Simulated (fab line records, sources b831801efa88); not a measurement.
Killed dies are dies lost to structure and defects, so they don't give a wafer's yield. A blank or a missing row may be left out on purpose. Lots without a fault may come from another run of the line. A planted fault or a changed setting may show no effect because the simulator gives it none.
One fault seen from 2 desks | flow sky130 | each desk has only its own numbers; what lay behind them comes last

THE TOOL OWNER'S DESK: plasma_asher-03
The tool's own readings at SKY_VIA3_STRIP_16 (strips in O2/N2): means of the sampled wafers that have a number, for each lot that ran on this tool. A lot is out of limits, marked OUT, if its mean lies more than 4 standard deviations from the usual mean; the brackets give that distance.
Columns: A = chamber_pressure_mTorr at SKY_VIA3_STRIP_16, usual 1425.8 mTorr; B = drypump_motor_current_A at SKY_VIA3_STRIP_16, usual 5.8 A; C = oes_product_au at SKY_VIA3_STRIP_16, usual 0.402 a.u.; D = strip_time_to_endpoint_s at SKY_VIA3_STRIP_16, usual 4.186 s
lot  | first seen here | A      | B   | C     | D
L259 | day 41 21:57    | 1426.1 | 6.4 | 0.399 | 4.180
L261 | day 42 21:46    | 1426.4 | 5.8 | 0.397 | 4.160
L263 | day 43 05:08    | 1426.6 | 6.1 | 0.402 | 4.182
This desk's finding: nothing out of limits on any of the 3 lots.

THE METROLOGY DESK
What the gauges read, lot by lot, whatever tool the lot ran on: means of the sampled wafers that have a number. A lot is out of limits, marked OUT, if its mean lies more than 4 standard deviations from the usual mean; the brackets give that distance.
Columns: A = METAL3_OVL at SKY_METAL3_OVL_MEAS_14, usual 3 nm; B = VIA3_OVL at SKY_VIA3_OVL_MEAS_13, usual 3 nm
lot  | first seen here | A  | B
L254 | day 39 04:12    | -5 | -1
L255 | day 39 19:45    | 1  | 6
L256 | day 40 02:52    | 11 | 3
L258 | day 40 09:51    | -0 | -4
L259 | day 40 19:06    | 4  | 4
L262 | day 41 16:45    | 3  | 11
L261 | day 41 21:07    | 3  | 5
L263 | day 42 03:23    | -1 | 7
L264 | day 42 06:02    | 4  | 6
L265 | day 43 00:05    | -1 | -2
L266 | day 43 01:47    | 4  | -5
L267 | day 43 02:57    | -0 | 11
L268 | day 43 05:55    | 10 | 8
This desk's finding: nothing out of limits on any of the 13 lots.

PUT TOGETHER
The tool owner's desk saw nothing out of limits.
The metrology desk saw nothing out of limits.

WHAT THE SIMULATOR HAD PUT IN
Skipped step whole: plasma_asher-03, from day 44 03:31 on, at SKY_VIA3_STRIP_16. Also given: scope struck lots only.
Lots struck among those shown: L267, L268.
